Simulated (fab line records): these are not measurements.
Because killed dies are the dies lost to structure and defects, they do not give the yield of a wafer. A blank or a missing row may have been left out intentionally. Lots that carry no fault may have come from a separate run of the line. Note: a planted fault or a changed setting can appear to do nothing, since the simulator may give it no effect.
Problem report in the 8D (eight disciplines) form, filled by code ; flow sky130 ; the parts of the form that need people (team, actions taken, sign-off) are left out

1. THE PROBLEM
POLY_GATE_CVD_00_THK at SKY_POLY_GATE_THK_MEAS_01 reads a mean of 129.3 nm on 3 wafers of 1 lot; wafers without a fault read 180.7 nm with a standard deviation of 1.2. That is -43 standard deviations from the usual mean.
First seen on wafer L948.1, day 20 21:05, on film_metro-04. Wafers with a number at this step in the record: 30, from 10 lots. The rule behind "out" and "out of limits": a value lying over 4 standard deviations away from the usual mean. Any other wafer with a number is counted as sound.

2. WHAT IT IS; WHAT IT IS NOT
question;is;is not
which readings at this step;POLY_GATE_CVD_00_THK;-
which lots;L948;L930, L933, L934, L936, L938, L939, L942, L946, L951
which wafers of those lots;all that have a number;-
read on which gauges;film_metro-04;film_metro-01, film_metro-02
when;from day 20 21:05;"up to then (24 sound wafers); but 3 sound wafers of L951 came after"

3. THE SUSPECTS, EACH WITH WHAT RULES IT OUT
Counting: any tool at a process step up to the reading is kept as a suspect provided that every lot that is out went through it and no sound lot did after the first of them.
- the gauge at SKY_POLY_GATE_THK_MEAS_01 has been ruled out. All the wafers that are out were read on film_metro-04, but those of them that SKY_POLY_GATE_CVD_00 has rows for are out there too, on other tools.
- plasma_asher-02 at SKY_VT_ADJUST_NCORE_STRIP_10 (strips in O2/N2): ruled out as a lasting fault. The sound lots L951 went through it after L948, its earliest lot that is out (day 14 07:21).
- plasma_asher-04 at SKY_VT_ADJUST_HVTR_STRIP_10 (strips in O2/N2): kept. It ran the lot that is out, L948 (day 15 11:40), and no sound lot after that; its last sound lot up to then is L946 (day 14 12:52).
- lpcvd-01 at SKY_POLY_GATE_CVD_00 (deposits poly-Si, target thk 180 nm, time 720 s): ruled out as a lasting fault. The sound lots L951 went through it after L948, its earliest lot that is out (day 20 19:53).
After counting, what remains is plasma_asher-04 at SKY_VT_ADJUST_HVTR_STRIP_10.

4. THE CAUSE (what the simulator had put in)
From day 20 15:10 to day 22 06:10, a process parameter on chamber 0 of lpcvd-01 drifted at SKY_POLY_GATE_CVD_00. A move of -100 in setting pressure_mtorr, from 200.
The count ruled it out by mistake, since the rule takes a fault to strike every lot its tool runs from the start of the fault on, and this one did not do so.

5. SEQUENCE OF EFFECTS, ordered by route
Each row: a reading where the mean over the struck wafers with a number is more than 3 standard deviations away from the usual. Readings are gone through only where the record gives a usual standard deviation; hours: the median, over the lots, of the time from a lot's start at the first step in this table giving one to that lot's start at this step; sigmas: the change measured in usual standard deviations.
hours;step;reading;usual;on struck wafers;change;sigmas
0;SKY_POLY_GATE_CVD_00;pressure_mtorr;200.0 mTorr;99.8;-100.2;-99 or more
1;SKY_POLY_GATE_THK_MEAS_01;POLY_GATE_CVD_00_THK;180.7 nm;129.3;-51.4;-43
64;SKY_POLY_GATE_ETCH_17;oes_product_au;0.986 a.u.;0.793;-0.193;-27
Process steps it contains:
- SKY_POLY_GATE_CVD_00: deposits poly-Si, target thk 180 nm, time 720 s.
- SKY_POLY_GATE_ETCH_17: etches poly-Si in HBr/Cl2, stops on SiO2, target depth 180 nm, time 70.5 s.

6. HOW IT WOULD HAVE BEEN CAUGHT EARLIER
Counted from the fault's start at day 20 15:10, it took 6 hours until the first out-of-limits reading at a measuring or inspecting step in this record, taken at day 20 21:05.
At SKY_POLY_GATE_CVD_00, the tool's own readings (pressure_mtorr) were out on each struck wafer the step has a row for, so an alarm limit on them would have fired on the first such wafer.
